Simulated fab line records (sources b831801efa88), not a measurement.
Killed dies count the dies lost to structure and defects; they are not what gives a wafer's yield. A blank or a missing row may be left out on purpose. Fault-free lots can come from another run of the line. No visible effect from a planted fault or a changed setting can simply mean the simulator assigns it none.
Which of the tools did it?	flow gf180mcu	33 wafers from 11 lots sampled at 8 of the route's 602 steps

## WHAT THE GAUGES SHOWED, per wafer
GF_LVPWELL_OVL_MEAS_07.
lot	measured	on	LVPWELL_OVL (nm)
L116	day 4 00:33	overlay-02	-3.6 -1.0 -1.5
L118	day 4 15:34	overlay-02	-1.3 -2.1 -1.4
L122	day 5 13:56	overlay-01	-2.0 -0.4 -0.1
L124	day 6 00:57	overlay-02	2.3 -0.3 -0.2
L126	day 6 13:18	overlay-02	-0.5 -0.1 -2.1
L131	day 7 15:36	overlay-02	-1.8 -2.4 -2.1
L133	day 8 07:34	overlay-01	-0.1 -0.7 1.1
L134	day 8 09:49	overlay-02	1.5 0.8 0.5
L135	day 8 14:44	overlay-02	-2.3 -1.6 -3.1
L136	day 8 21:53	overlay-02	-3.8 -0.7 -4.8
L137	day 9 02:53	overlay-02	-2.1 0.1 -0.8

GF_MVPSD_TW_MEAS_11.
lot	measured	on	MVPSD_TW
L116	day 5 08:49	filmMetro-02	544 546 544
L118	day 5 23:34	filmMetro-04	546 544 545
L122	day 7 01:02	filmMetro-03	554 557 559
L124	day 7 11:37	filmMetro-04	548 548 550
L126	day 8 02:25	filmMetro-02	1672 1675 1673
L131	day 9 05:58	filmMetro-03	1707 1694 1701
L133	day 9 23:36	filmMetro-02	543 545 544
L134	day 10 01:23	filmMetro-04	549 552 548
L135	day 10 06:27	filmMetro-03	562 557 558
L136	day 10 13:49	filmMetro-02	547 545 549
L137	day 10 20:27	filmMetro-03	560 556 561

GF_VT_IMPLANT_TW_MEAS_10.
lot	measured	on	VT_IMPLANT_TW
L116	day 6 01:43	filmMetro-03	568 567 568
L118	day 6 16:37	filmMetro-01	557 557 559
L122	day 7 18:55	filmMetro-03	566 566 565
L124	day 8 06:43	filmMetro-01	560 558 558
L126	day 8 21:07	filmMetro-01	1671 1672 1673
L131	day 10 01:31	filmMetro-04	1692 1683 1692
L133	day 10 20:36	filmMetro-01	560 560 559
L134	day 10 22:14	filmMetro-04	562 563 562
L135	day 11 03:05	filmMetro-03	568 568 563
L136	day 11 10:05	filmMetro-04	564 561 565
L137	day 11 17:22	filmMetro-01	560 566 563

GF_VT_IMPLANT_TW_MEAS_21.
lot	measured	on	VT_IMPLANT_2_TW
L116	day 6 18:46	filmMetro-04	1207 1212 1218
L118	day 7 09:56	filmMetro-03	1213 1210 1212
L122	day 8 12:40	filmMetro-01	1201 1203 1203
L124	day 9 01:34	filmMetro-03	1215 1213 1209
L126	day 9 17:01	filmMetro-04	1838 1828 1830
L131	day 10 22:31	filmMetro-04	1845 1841 1844
L133	day 11 17:33	filmMetro-04	1213 1213 1212
L134	day 11 19:17	filmMetro-04	1220 1210 1213
L135	day 11 23:46	filmMetro-03	1222 1219 1219
L136	day 12 07:46	filmMetro-04	1214 1211 1215
L137	day 12 15:06	filmMetro-01	1200 1198 1200

GF_POLY_GATE_CD_MEAS_10: the cd target is 280 nm.
lot	measured	on	cdNm (nm)
L116	day 10 04:37	cdSem-02	281.5 280.0 281.5
L118	day 10 21:02	cdSem-01	278.3 278.7 279.0
L122	day 12 02:56	cdSem-01	280.6 280.7 280.4
L124	day 12 20:20	cdSem-02	279.4 278.7 278.2
L126	day 13 11:10	cdSem-02	280.1 279.4 278.6
L131	day 14 18:01	cdSem-01	279.5 279.9 280.6
L133	day 15 14:01	cdSem-02	278.0 278.0 276.7
L134	day 15 15:06	cdSem-01	281.5 280.4 281.2
L135	day 15 20:53	cdSem-02	277.3 278.0 277.1
L136	day 16 04:46	cdSem-01	281.5 280.2 279.5
L137	day 16 11:55	cdSem-01	282.3 282.0 282.4

## EACH LOT AND THE TOOL THAT RAN IT (in order: tool; ch and the chambers of the sampled wafers; start)
lot	GF_NWELL_STRIP_10	GF_MVSD_COAT_02	GF_MVSD_STRIP_10
L116	plasmaAsher-03 ch 0,1, day 3 10:58	lithoTrack-01 ch 0, day 4 08:19	plasmaAsher-04 ch 0,1, day 4 16:41
L118	plasmaAsher-04 ch 0, day 4 00:00	lithoTrack-01 ch 0, day 5 00:08	plasmaAsher-04 ch 0,1, day 5 07:04
L122	plasmaAsher-03 ch 0,1, day 4 22:20	lithoTrack-02 ch 0, day 5 22:21	plasmaAsher-01 ch 0,1, day 6 06:56
L124	plasmaAsher-03 ch 0,1, day 5 08:21	lithoTrack-02 ch 0, day 6 09:06	plasmaAsher-02 ch 1, day 6 18:04
L126	plasmaAsher-04 ch 0,1, day 5 20:44	lithoTrack-02 ch 0, day 6 22:12	plasmaAsher-02 ch 0,1, day 7 07:29
L131	plasmaAsher-04 ch 0,1, day 6 21:21	lithoTrack-02 ch 0, day 8 01:18	plasmaAsher-04 ch 1, day 8 10:49
L133	plasmaAsher-01 ch 0,1, day 7 13:07	lithoTrack-01 ch 0, day 8 17:02	plasmaAsher-04 ch 0,1, day 9 03:25
L134	plasmaAsher-04 ch 0,1, day 7 15:20	lithoTrack-01 ch 0, day 8 19:46	plasmaAsher-04 ch 0,1, day 9 05:29
L135	plasmaAsher-01 ch 0,1, day 7 19:54	lithoTrack-03 ch 0, day 9 00:13	plasmaAsher-04 ch 0,1, day 9 10:31
L136	plasmaAsher-03 ch 0,1, day 8 03:41	lithoTrack-01 ch 0, day 9 07:26	plasmaAsher-04 ch 0,1, day 9 17:28
L137	plasmaAsher-03 ch 0,1, day 8 07:56	lithoTrack-03 ch 0, day 9 12:46	plasmaAsher-04 ch 0,1, day 9 23:02
- GF_NWELL_STRIP_10: strips in O2/N2.
- GF_MVSD_COAT_02: resist thk 3000 nm.
- GF_MVSD_STRIP_10: strips in O2/N2.

## AS READ BY THE TOOLS THEMSELVES (means over the sampled wafers that have a number; for cases with no such wafer, the mark the record gives instead)
GF_NWELL_STRIP_10.
lot	tool	drypumpMotorCurrentA (A)	heaterPowerW (W)	o2FlowSccm (sccm)	oesProductAu (a.u.)	stripTimeToEndpointS (s)
L116	plasmaAsher-03	6.1	300	3006	0.724	37.00
L118	plasmaAsher-04	5.6	375	3013	0.725	36.88
L122	plasmaAsher-03	6.3	302	2993	0.721	37.07
L124	plasmaAsher-03	6.1	302	2987	0.723	36.96
L126	plasmaAsher-04	5.7	363	2994	0.729	37.11
L131	plasmaAsher-04	5.7	363	2999	0.724	37.11
L133	plasmaAsher-01	5.2	310	3003	0.725	37.03
L134	plasmaAsher-04	5.7	356	3002	0.722	36.91
L135	plasmaAsher-01	5.4	298	3002	0.722	37.06
L136	plasmaAsher-03	6.3	299	2999	0.720	37.08
L137	plasmaAsher-03	6.3	298	3015	0.721	36.99

GF_MVSD_COAT_02.
lot	tool	chillPlateTempC (C)
L116	lithoTrack-01	22.97
L118	lithoTrack-01	23.00
L122	lithoTrack-02	22.94
L124	lithoTrack-02	22.91
L126	lithoTrack-02	22.93
L131	lithoTrack-02	22.96
L133	lithoTrack-01	22.93
L134	lithoTrack-01	22.92
L135	lithoTrack-03	23.04
L136	lithoTrack-01	22.83
L137	lithoTrack-03	22.92

GF_MVSD_STRIP_10.
lot	tool	drypumpMotorCurrentA (A)	heaterPowerW (W)	o2FlowSccm (sccm)	oesProductAu (a.u.)	stripTimeToEndpointS (s)
L116	plasmaAsher-04	5.7	336	3000	0.722	36.98
L118	plasmaAsher-04	5.7	362	3008	0.726	36.93
L122	plasmaAsher-01	5.4	294	2992	0.725	37.12
L124	plasmaAsher-02	6.2	395	3003	0.720	37.07
L126	plasmaAsher-02	6.1	363	2997	0.422	4.41
L131	plasmaAsher-04	5.8	317	3007	0.417	4.40
L133	plasmaAsher-04	5.7	362	2999	0.723	36.95
L134	plasmaAsher-04	5.8	332	3000	0.723	36.96
L135	plasmaAsher-04	5.7	362	2995	0.720	36.81
L136	plasmaAsher-04	5.8	341	3000	0.726	36.88
L137	plasmaAsher-04	5.7	331	3004	0.722	36.97

## THE ANSWER, worked out from the rows above alone
Rule: the usual values come from the lots themselves. Put in order of their means at a reading, lots are off if they are a third of the lots or fewer, leave a main group of 4 or more, and stand apart from it by a gap of 3 or more times the standard deviation of the main group's means; of several such gaps the widest counts. If all means in a main group match to the digits the tables above print for the reading, that group is not used. A lot without any number at a reading at which 4 lots or more have one is off too. The other lots that the step has rows for count as sound. The gauges are gone through in route order, then the tools' own readings, and for those a lot's mean is taken as printed above. The first step at which some lot is off is used, and at that step the reading that is off furthest; a lot without a number counts as furthest.
Off: L126, L131, seen at GF_MVPSD_TW_MEAS_11 (MVPSD_TW). For the main group the mean is 550 and the standard deviation 5.8.
If a tool, at a process step before that reading, ran all the lots that are off and no sound lot after the first of them, it fits. Not tried: the gauges at GF_MVPSD_TW_MEAS_11; whatever is off there is also off at GF_VT_IMPLANT_TW_MEAS_10, on other tools, and gauge error can't account for it. One fits: lithoTrack-02 at GF_MVSD_COAT_02. Its last sound lot is L124 (day 6 09:06), its first lot that is off L126 (day 6 22:12): a fault that began between those two fits.

## WHAT THE SIMULATOR PUT IN
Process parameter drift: lithoTrack-02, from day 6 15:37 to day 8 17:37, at GF_MVSD_COAT_02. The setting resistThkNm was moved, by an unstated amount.
Shown lots that were struck: L126, L131. The rule above reached the same finding.
